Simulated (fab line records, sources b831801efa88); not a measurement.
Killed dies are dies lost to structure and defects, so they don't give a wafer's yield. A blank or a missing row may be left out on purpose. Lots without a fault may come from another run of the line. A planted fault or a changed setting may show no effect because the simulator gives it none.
Which tool did it? | flow sfq_line | 14 lots, 42 wafers sampled, at 6 steps of a route of 325

WHAT THE GAUGES READ, wafer by wafer
SFQ_I3_BOW_MEAS_922. Usual: I3_BOW 4 um, standard deviation 9.9.
lot  | measured     | on            | I3_BOW (um) | flag
L854 | day 44 23:28 | film_metro-01 | -14 -13 -9  |
L856 | day 45 02:26 | film_metro-02 | 9 2 4       |
L858 | day 45 05:26 | film_metro-02 | 14 16 8     |
L859 | day 45 07:11 | film_metro-01 | 9 26 14     |
L860 | day 45 08:27 | film_metro-04 | 9 4 7       |
L865 | day 45 19:08 | film_metro-01 | 6 3 22      |
L866 | day 45 22:04 | film_metro-02 | -2 -10 -10  |
L867 | day 45 22:08 | film_metro-04 | 22 13 9     |
L869 | day 46 01:08 | film_metro-02 | -5 -7 -10   |
L870 | day 46 04:05 | film_metro-04 | 6 1 -12     |
L873 | day 46 07:09 | film_metro-04 | -1 -2 4     |
L874 | day 47 05:05 | film_metro-02 | 2 10 4      |
L875 | day 47 08:07 | film_metro-04 | -13 -14 -16 |
L876 | day 47 10:08 | film_metro-02 | 2 11 -2     |

SFQ_R5_RS_MEAS_933: measures by four-point-probe. Usual: R5_MONX_RS 7.06 ohm/sq, standard deviation 0.076.
lot  | measured     | on            | R5_MONX_RS (ohm/sq) | flag
L854 | day 61 06:17 | film_metro-03 | 7.05 7.08 6.98      |
L856 | day 61 12:14 | film_metro-02 | 7.08 7.09 7.10      |
L858 | day 61 19:28 | film_metro-03 | 7.17 7.13 7.09      |
L859 | day 61 22:32 | film_metro-03 | 7.13 7.06 7.03      |
L860 | day 62 03:00 | film_metro-04 | 7.07 7.04 6.96      |
L865 | day 68 11:59 | film_metro-02 | 7.00 7.09 7.02      |
L866 | day 68 15:46 | film_metro-02 | 7.04 3.98 4.01      | OFF
L867 | day 68 17:59 | film_metro-02 | 7.13 7.17 7.16      |
L869 | day 69 01:19 | film_metro-02 | 7.01 7.08 7.15      |
L870 | day 69 03:44 | film_metro-03 | 4.02 3.98 3.98      | OFF
L873 | day 73 14:33 | film_metro-02 | 6.99 6.93 6.99      |
L874 | day 74 03:34 | film_metro-03 | 7.07 6.98 7.11      |
L875 | day 74 07:14 | film_metro-04 | 7.09 7.05 7.04      |
L876 | day 74 10:12 | film_metro-04 | 7.09 7.10 7.17      |

SFQ_R5_THK_MEAS_934: measures by xrf. Usual: R5_MONX_THK 39.6 nm, standard deviation 0.53.
lot  | measured     | on            | R5_MONX_THK (nm) | flag
L854 | day 61 06:23 | film_metro-03 | 39.9 39.8 39.9   |
L856 | day 61 12:22 | film_metro-02 | 39.4 39.0 39.2   |
L858 | day 61 19:35 | film_metro-03 | 38.9 39.3 39.6   |
L859 | day 61 22:37 | film_metro-03 | 39.2 39.7 39.8   |
L860 | day 62 03:07 | film_metro-04 | 39.5 39.5 39.8   |
L865 | day 68 12:07 | film_metro-02 | 39.7 39.2 39.4   |
L866 | day 68 15:53 | film_metro-02 | 39.5 71.2 70.7   | OFF
L867 | day 68 18:07 | film_metro-02 | 38.8 38.9 38.7   |
L869 | day 69 01:26 | film_metro-02 | 39.9 39.6 39.0   |
L870 | day 69 03:50 | film_metro-03 | 71.9 72.4 72.4   | OFF
L873 | day 73 14:40 | film_metro-02 | 39.7 40.0 39.8   |
L874 | day 74 03:41 | film_metro-03 | 39.9 40.3 39.8   |
L875 | day 74 07:20 | film_metro-04 | 39.1 39.4 39.3   |
L876 | day 74 10:19 | film_metro-04 | 39.5 39.0 38.7   |

WHICH TOOL RAN EACH LOT (tool, then ch and the chambers of the sampled wafers, then the start)
lot  | SFQ_TRILAYER_I3_VIA_BARC_OPEN_VIA_ETCH_121 | SFQ_TRILAYER_I3_VIA_STRIP_STRIP_089 | SFQ_TRILAYER_R5_DEP_SPUTTER_133
L854 | rie_diel-03 ch 0,1,3, day 49 17:41         | rie_metal-01 ch 0,1, day 49 18:02   | pvd_sputter-05, day 61 06:10
L856 | rie_diel-04 ch 1,2,3, day 49 21:17         | rie_metal-04 ch 0, day 49 21:26     | pvd_sputter-05, day 61 12:10
L858 | rie_diel-02 ch 0,1,3, day 50 03:25         | rie_metal-04 ch 0,1, day 50 03:34   | pvd_sputter-04, day 61 19:24
L859 | rie_diel-03 ch 0,1, day 50 04:37           | rie_metal-02 ch 0,1, day 50 04:58   | pvd_sputter-05, day 61 22:24
L860 | rie_diel-04 ch 0,1,2, day 50 07:01         | rie_metal-01 ch 0,1, day 50 07:10   | pvd_sputter-03, day 62 02:54
L865 | rie_diel-03 ch 0,1,2, day 50 21:32         | rie_metal-01 ch 0, day 50 21:41     | pvd_sputter-04, day 68 11:55
L866 | rie_diel-04 ch 0,3, day 50 22:44           | rie_metal-02 ch 0,1, day 50 22:53   | pvd_sputter-05, day 68 15:41
L867 | rie_diel-02 ch 2,3, day 50 23:56           | rie_metal-04 ch 0,1, day 51 00:05   | pvd_sputter-03, day 68 17:55
L869 | rie_diel-04 ch 0,2, day 51 04:44           | rie_metal-04 ch 0,1, day 51 04:53   | pvd_sputter-04, day 69 01:14
L870 | rie_diel-02 ch 0,1,2, day 51 05:56         | rie_metal-02 ch 0,1, day 51 06:05   | pvd_sputter-05, day 69 03:38
L873 | rie_diel-02 ch 0,1,2, day 51 09:32         | rie_metal-02 ch 0,1, day 51 09:41   | pvd_sputter-03, day 73 14:27
L874 | rie_diel-04 ch 0,1,2, day 52 04:52         | rie_metal-01 ch 0,1, day 52 05:01   | pvd_sputter-03, day 74 03:29
L875 | rie_diel-02 ch 0,1,3, day 52 09:40         | rie_metal-04 ch 0,1, day 52 10:01   | pvd_sputter-04, day 74 07:07
L876 | rie_diel-03 ch 0,2,3, day 52 12:04         | rie_metal-04 ch 0,1, day 52 12:13   | pvd_sputter-05, day 74 10:07
- SFQ_TRILAYER_I3_VIA_BARC_OPEN_VIA_ETCH_121: etches BARC in O2, target depth 125 nm, time 41.7 s.
- SFQ_TRILAYER_I3_VIA_STRIP_STRIP_089: strips in O2.
- SFQ_TRILAYER_R5_DEP_SPUTTER_133: material MoNx, target thk 40 nm, time 66.7 s.

WHAT THE TOOLS THEMSELVES READ (means of the sampled wafers that have a number; where no wafer has one, the mark that the record gives instead)
SFQ_TRILAYER_I3_VIA_BARC_OPEN_VIA_ETCH_121. Usual: drypump_motor_current_A 5.6 A, standard deviation 0.48; oes_product_au 0.684 a.u., standard deviation 0.0046.
lot  | tool        | drypump_motor_current_A (A) | oes_product_au (a.u.) | flag
L854 | rie_diel-03 | 5.8                         | 0.677                 |
L856 | rie_diel-04 | 5.1                         | 0.688                 |
L858 | rie_diel-02 | 5.8                         | 0.679                 |
L859 | rie_diel-03 | 5.7                         | 0.684                 |
L860 | rie_diel-04 | 5.6                         | 0.692                 |
L865 | rie_diel-03 | 5.6                         | 0.686                 |
L866 | rie_diel-04 | 6.0                         | 0.687                 |
L867 | rie_diel-02 | 5.7                         | 0.687                 |
L869 | rie_diel-04 | 6.0                         | 0.687                 |
L870 | rie_diel-02 | 5.6                         | 0.683                 |
L873 | rie_diel-02 | 5.6                         | 0.683                 |
L874 | rie_diel-04 | 5.6                         | 0.683                 |
L875 | rie_diel-02 | 5.8                         | 0.679                 |
L876 | rie_diel-03 | 5.7                         | 0.689                 |

SFQ_TRILAYER_I3_VIA_STRIP_STRIP_089. Usual: drypump_motor_current_A 5.9 A, standard deviation 0.32; oes_product_au 1.004 a.u., standard deviation 0.0073.
lot  | tool         | drypump_motor_current_A (A) | oes_product_au (a.u.) | flag
L854 | rie_metal-01 | 5.5                         | 1.009                 |
L856 | rie_metal-04 | 6.2                         | 1.017                 |
L858 | rie_metal-04 | 6.1                         | 1.005                 |
L859 | rie_metal-02 | 5.7                         | 1.011                 |
L860 | rie_metal-01 | 5.6                         | 0.998                 |
L865 | rie_metal-01 | 5.8                         | 0.992                 |
L866 | rie_metal-02 | 5.7                         | 0.998                 |
L867 | rie_metal-04 | 6.1                         | 1.008                 |
L869 | rie_metal-04 | 6.2                         | 1.005                 |
L870 | rie_metal-02 | 5.7                         | 1.003                 |
L873 | rie_metal-02 | 5.9                         | 0.999                 |
L874 | rie_metal-01 | 5.6                         | 1.001                 |
L875 | rie_metal-04 | 6.2                         | 1.011                 |
L876 | rie_metal-04 | 6.1                         | 1.002                 |

SFQ_TRILAYER_R5_DEP_SPUTTER_133. Usual: throttle_valve_pct 30.2 %, standard deviation 1.3.
lot  | tool           | throttle_valve_pct (%) | flag
L854 | pvd_sputter-05 | 29.9                   |
L856 | pvd_sputter-05 | 30.8                   |
L858 | pvd_sputter-04 | 31.0                   |
L859 | pvd_sputter-05 | 29.5                   |
L860 | pvd_sputter-03 | 29.5                   |
L865 | pvd_sputter-04 | 31.2                   |
L866 | pvd_sputter-05 | 29.4                   |
L867 | pvd_sputter-03 | 30.2                   |
L869 | pvd_sputter-04 | 31.2                   |
L870 | pvd_sputter-05 | 28.9                   |
L873 | pvd_sputter-03 | 29.9                   |
L874 | pvd_sputter-03 | 29.4                   |
L875 | pvd_sputter-04 | 31.3                   |
L876 | pvd_sputter-05 | 30.4                   |

THE ANSWER, worked out from the rows above alone
Rule: a lot is off if the mean of its wafers that have a number lies more than 3 standard deviations from the usual mean. A lot without any number at a reading at which 4 lots or more have one is off too. The other lots that the step has rows for count as sound. The gauges are gone through in route order, then the tools' own readings, and for those a lot's mean is taken as printed above. The first step at which some lot is off is used, and at that step the reading that is off furthest; a lot without a number counts as furthest.
Off: L866, L870, at SFQ_R5_RS_MEAS_933 (R5_MONX_RS).
A tool fits if, at a process step before that reading, it ran every lot that is off, and no sound lot after the first of them. The gauges at SFQ_R5_RS_MEAS_933 are tried like those tools. None of those tried fits.

WHAT THE SIMULATOR HAD PUT IN
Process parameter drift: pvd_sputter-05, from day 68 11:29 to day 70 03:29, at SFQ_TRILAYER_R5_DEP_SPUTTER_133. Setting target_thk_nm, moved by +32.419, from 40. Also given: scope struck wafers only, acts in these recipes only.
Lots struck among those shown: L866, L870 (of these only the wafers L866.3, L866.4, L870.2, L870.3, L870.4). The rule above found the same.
